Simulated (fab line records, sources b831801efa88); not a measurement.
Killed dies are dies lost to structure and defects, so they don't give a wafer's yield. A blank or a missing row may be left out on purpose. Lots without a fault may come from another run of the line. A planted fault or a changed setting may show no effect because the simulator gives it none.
Which tool did it? | flow sky130 | 10 lots, 30 wafers sampled, at 5 steps of a route of 708

WHAT THE GAUGES READ, wafer by wafer
SKY_METAL1_THK_MEAS_06: measures by xrf. Usual: METAL1_ALCU_THK 250.6 nm, standard deviation 2.5.
lot  | measured     | on            | METAL1_ALCU_THK (nm) | flag
L894 | day 31 13:18 | film_metro-03 | 251.9 250.7 253.7    |
L895 | day 32 00:44 | film_metro-01 | 254.1 256.9 254.2    |
L896 | day 32 17:05 | film_metro-01 | 254.2 250.1 252.2    |
L907 | day 36 07:07 | film_metro-01 | 251.1 249.5 248.6    |
L906 | day 36 09:35 | film_metro-01 | 249.5 252.0 249.9    |
L908 | day 36 14:18 | film_metro-01 | 251.0 254.1 252.6    |
L910 | day 37 02:15 | film_metro-04 | 253.9 253.2 255.1    |
L911 | day 37 17:18 | film_metro-04 | 251.5 251.3 251.6    |
L913 | day 38 02:10 | film_metro-03 | 252.5 251.0 252.8    |
L914 | day 38 09:15 | film_metro-01 | 249.6 245.6 248.5    |

SKY_VIA1_RS_MEAS_22: measures by four-point-probe. Usual: VIA1_W_RS 0.426 ohm/sq, standard deviation 0.0057.
lot  | measured     | on            | VIA1_W_RS (ohm/sq) | flag
L894 | day 33 20:40 | film_metro-03 | 0.426 0.428 0.419  |
L895 | day 34 07:34 | film_metro-04 | 0.430 0.871 0.439  | OFF
L896 | day 34 23:01 | film_metro-02 | 0.429 0.428 0.428  |
L907 | day 38 13:10 | film_metro-04 | 0.419 0.422 0.431  |
L906 | day 38 15:10 | film_metro-03 | 0.423 0.426 0.422  |
L908 | day 38 20:21 | film_metro-03 | 0.426 0.425 0.428  |
L910 | day 39 07:30 | film_metro-02 | 0.431 0.426 0.422  |
L911 | day 39 21:13 | film_metro-03 | 0.426 0.422 0.427  |
L913 | day 40 06:13 | film_metro-03 | 0.435 0.429 0.424  |
L914 | day 40 13:47 | film_metro-03 | 0.429 0.426 0.428  |

SKY_VIA1_THK_MEAS_23: measures by xrf. Usual: VIA1_W_THK 268 nm, standard deviation 4.2.
lot  | measured     | on            | VIA1_W_THK (nm) | flag
L894 | day 33 20:47 | film_metro-03 | 266 267 273     |
L895 | day 34 07:41 | film_metro-04 | 269 135 262     | OFF
L896 | day 34 23:08 | film_metro-02 | 267 267 266     |
L907 | day 38 13:16 | film_metro-04 | 276 273 266     |
L906 | day 38 15:17 | film_metro-03 | 267 267 267     |
L908 | day 38 20:28 | film_metro-03 | 267 267 266     |
L910 | day 39 07:35 | film_metro-02 | 265 268 270     |
L911 | day 39 21:19 | film_metro-03 | 266 267 268     |
L913 | day 40 06:19 | film_metro-03 | 261 266 269     |
L914 | day 40 13:55 | film_metro-03 | 264 266 266     |

WHICH TOOL RAN EACH LOT (tool, then ch and the chambers of the sampled wafers, then the start)
lot  | SKY_METAL1_METAL_ETCH_19          | SKY_VIA1_CVD_21
L894 | rie_metal-04 ch 0, day 32 16:17   | cvd_w-01 ch 0,1, day 33 20:33
L895 | rie_metal-01 ch 1, day 33 03:44   | cvd_w-01 ch 1, day 34 07:28
L896 | rie_metal-01 ch 1, day 33 18:52   | cvd_w-02 ch 0,1, day 34 22:54
L907 | rie_metal-01 ch 0,1, day 37 08:45 | cvd_w-01 ch 0,1, day 38 13:03
L906 | rie_metal-04 ch 0,1, day 37 11:27 | cvd_w-01 ch 1, day 38 15:04
L908 | rie_metal-01 ch 0, day 37 16:36   | cvd_w-02 ch 0,1, day 38 20:14
L910 | rie_metal-02 ch 0,1, day 38 04:11 | cvd_w-01 ch 0,1, day 39 07:23
L911 | rie_metal-04 ch 0,1, day 38 18:45 | cvd_w-02 ch 0,1, day 39 21:06
L913 | rie_metal-02 ch 1, day 39 03:09   | cvd_w-02 ch 0,1, day 40 06:06
L914 | rie_metal-02 ch 1, day 39 10:39   | cvd_w-02 ch 0,1, day 40 13:42
- SKY_METAL1_METAL_ETCH_19: etches the open film in Cl2/BCl3, stops on SiO2, target depth 360 nm, time 78 s.
- SKY_VIA1_CVD_21: deposits W, target thk 270 nm, time 80.902 s.

WHAT THE TOOLS THEMSELVES READ (means of the sampled wafers that have a number; where no wafer has one, the mark that the record gives instead)
SKY_METAL1_METAL_ETCH_19. Usual: drypump_motor_current_A 5.8 A, standard deviation 0.47; oes_product_au 0.853 a.u., standard deviation 0.0055; rf_fwd_power_W 894 W, standard deviation 3.1; throttle_valve_pct 22.266 %, standard deviation 0.0094.
lot  | tool         | drypump_motor_current_A (A) | oes_product_au (a.u.) | rf_fwd_power_W (W) | throttle_valve_pct (%) | flag
L894 | rie_metal-04 | 6.1                         | 0.855                 | 896                | 22.260                 |
L895 | rie_metal-01 | 5.5                         | 0.857                 | 889                | 22.263                 |
L896 | rie_metal-01 | 5.4                         | 0.853                 | 889                | 22.271                 |
L907 | rie_metal-01 | 5.6                         | 0.856                 | 893                | 22.257                 |
L906 | rie_metal-04 | 5.5                         | 0.853                 | 890                | 22.266                 |
L908 | rie_metal-01 | 5.7                         | 0.854                 | 896                | 22.265                 |
L910 | rie_metal-02 | 6.1                         | 0.852                 | 895                | 22.265                 |
L911 | rie_metal-04 | 5.5                         | 0.851                 | 893                | 22.266                 |
L913 | rie_metal-02 | 6.5                         | 0.858                 | 892                | 22.270                 |
L914 | rie_metal-02 | 6.5                         | 0.843                 | 892                | 22.261                 |

SKY_VIA1_CVD_21. Usual: heater_power_w 903 W, standard deviation 110.
lot  | tool     | heater_power_w (W) | flag
L894 | cvd_w-01 | 850                |
L895 | cvd_w-01 | 761                |
L896 | cvd_w-02 | 881                |
L907 | cvd_w-01 | 855                |
L906 | cvd_w-01 | 769                |
L908 | cvd_w-02 | 952                |
L910 | cvd_w-01 | 775                |
L911 | cvd_w-02 | 890                |
L913 | cvd_w-02 | 950                |
L914 | cvd_w-02 | 895                |

THE ANSWER, worked out from the rows above alone
Rule: a lot is off if the mean of its wafers that have a number lies more than 3 standard deviations from the usual mean. A lot without any number at a reading at which 4 lots or more have one is off too. The other lots that the step has rows for count as sound. The gauges are gone through in route order, then the tools' own readings, and for those a lot's mean is taken as printed above. The first step at which some lot is off is used, and at that step the reading that is off furthest; a lot without a number counts as furthest.
Off: L895, at SKY_VIA1_RS_MEAS_22 (VIA1_W_RS).
A tool fits if, at a process step before that reading, it ran every lot that is off, and no sound lot after the first of them. The gauges at SKY_VIA1_RS_MEAS_22 are tried like those tools. None of those tried fits.

WHAT THE SIMULATOR HAD PUT IN
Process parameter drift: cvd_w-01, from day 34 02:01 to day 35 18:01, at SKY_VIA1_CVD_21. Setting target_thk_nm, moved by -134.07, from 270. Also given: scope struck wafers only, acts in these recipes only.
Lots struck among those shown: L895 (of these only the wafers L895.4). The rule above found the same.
